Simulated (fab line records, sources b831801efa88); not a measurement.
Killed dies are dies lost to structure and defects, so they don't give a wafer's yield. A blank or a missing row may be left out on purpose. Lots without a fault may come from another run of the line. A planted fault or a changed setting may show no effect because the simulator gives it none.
Which tool did it? | flow gf180mcu | 6 lots, 18 wafers sampled, at 1 step of a route of 602

WHAT THE GAUGES READ, wafer by wafer
GF_LVPWELL_OVL_MEAS_07.
lot  | measured    | on         | LVPWELL_OVL (nm)
L867 | day 4 12:45 | overlay-01 | 2.0 -0.4 -0.6
L871 | day 5 15:15 | overlay-02 | 1.0 1.5 0.4
L873 | day 5 23:07 | overlay-01 | 1.0 -1.0 -1.2
L878 | day 7 03:26 | overlay-01 | -0.5 0.2 0.7
L880 | day 7 15:37 | overlay-02 | 1.1 -0.1 -0.6
L886 | day 8 23:37 | overlay-01 | 0.1 1.4 -1.4

WHICH TOOL RAN EACH LOT (tool, then ch and the chambers of the sampled wafers, then the start)
The record holds no process step before these readings.

THE ANSWER, worked out from the rows above alone
Rule: what is usual is taken from the lots themselves. Put in order of their means at a reading, lots are off if they are a third of the lots or fewer, leave a main group of 4 or more, and stand apart from it by a gap of 3 or more times the standard deviation of the main group's means; of several such gaps the widest counts. A main group whose means are all the same, to the digits that the tables above print for the reading, isn't used. A lot without any number at a reading at which 4 lots or more have one is off too. The other lots that the step has rows for count as sound.
No lot is off at any reading shown: from this, nothing can be told.

WHAT THE SIMULATOR HAD PUT IN
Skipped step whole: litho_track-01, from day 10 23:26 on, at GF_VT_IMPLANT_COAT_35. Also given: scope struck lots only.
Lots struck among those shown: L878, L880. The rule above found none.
